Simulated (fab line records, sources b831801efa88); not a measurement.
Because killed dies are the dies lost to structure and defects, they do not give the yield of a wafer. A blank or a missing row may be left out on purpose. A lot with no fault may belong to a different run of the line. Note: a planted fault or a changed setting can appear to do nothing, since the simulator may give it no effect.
A lot that was struck, set against a sound lot ; flow gf180mcu ; 14 steps out of a route of 602
Sound: the wafers L411.1, L411.2, L411.6. The struck wafers were L403.1, L403.2, L403.4. The cause is given at the end.
For every step that has rows: the tool of each side, followed by ch and its chambers, followed by its first start. Under that, the readings that differ: sound wafers ; struck wafers ; difference of the means ; sigmas: that difference in standard deviations of wafers without a fault.
alike: readings with means less than 2 such deviations apart, plus words and numbers identical on both sides. not compared: withheld readings, readings lacking a value on some wafer, bounds such as >300 that could conceal the same value, and numbers that have no deviation in the record and whose values overlap.
Wherever a step has rows on one side only, a row that says differs or no value, or a row with sigmas, the two part there. Non-overlapping numbers with no deviation appear without sigmas and do not part them. A reading missing from all wafers of one side parts the sides only when that side holds two or more wafers.

GF_M1_SPUTTER_00: material Ti, target thk 37.5 nm, time 150 s.
  struck on pvdSputter-03, day 20 05:14; sound on pvdSputter-03, day 23 03:02
  alike: substrateTempC, throttleValvePct
GF_M1_SPUTTER_01: material TiN, target thk 30 nm, time 25 s.
  struck on pvdSputter-03, day 20 05:20; sound on pvdSputter-03, day 23 03:08
  alike: throttleValvePct
GF_M1_SPUTTER_02: material AlCu, target thk 450 nm, time 23.9 s.
  struck on pvdSputter-03, day 20 05:22; sound on pvdSputter-03, day 23 03:10
  alike: throttleValvePct
GF_M1_SPUTTER_03: material Ti, target thk 10 nm, time 6.7 s.
  struck on pvdSputter-03, day 20 05:24; sound on pvdSputter-03, day 23 03:12
  alike: substrateTempC, throttleValvePct
GF_M1_SPUTTER_04: material TiN, target thk 50 nm, time 41.7 s.
  struck on pvdSputter-03, day 20 05:25; sound on pvdSputter-03, day 23 03:13
  alike: throttleValvePct
GF_M1_RS_MEAS_05: measurement is done with a four-point probe.
  struck on filmMetro-03, day 20 05:28; sound on filmMetro-04, day 23 03:17
  alike: M1_ALCU_RS
GF_M1_THK_MEAS_06: measures by xrf.
  struck on filmMetro-03, day 20 05:35; sound on filmMetro-04, day 23 03:25
  alike: M1_ALCU_THK
then, 5 steps without rows for these wafers: GF_M1_DEHYDRATE_07 (time 60 s); GF_M1_HMDS_08 (prime time 60 s); GF_M1_COAT_09 (resist thk 1000 nm); GF_M1_SOFTBAKE_10 (time 60 s); GF_M1_EXPOSE_11 (exposes mask Metal1, target cd 230 nm).
GF_M1_PEB_12: peb time 90 s.
  struck on lithoTrack-03, day 21 04:56; sound on lithoTrack-01 ch 0, day 24 01:41
  no value came back on the struck wafers for chillPlateTempC (C), exhaustPa (Pa); on the sound wafers chillPlateTempC (C) reads 22.93 23.15 23.13
then, 1 step without rows for these wafers: GF_M1_DEVELOP_13 (develop time 60 s).

WHERE THEY PART
Only at GF_M1_PEB_12, as far as this record shows.

WHY: what had been put in by the simulator
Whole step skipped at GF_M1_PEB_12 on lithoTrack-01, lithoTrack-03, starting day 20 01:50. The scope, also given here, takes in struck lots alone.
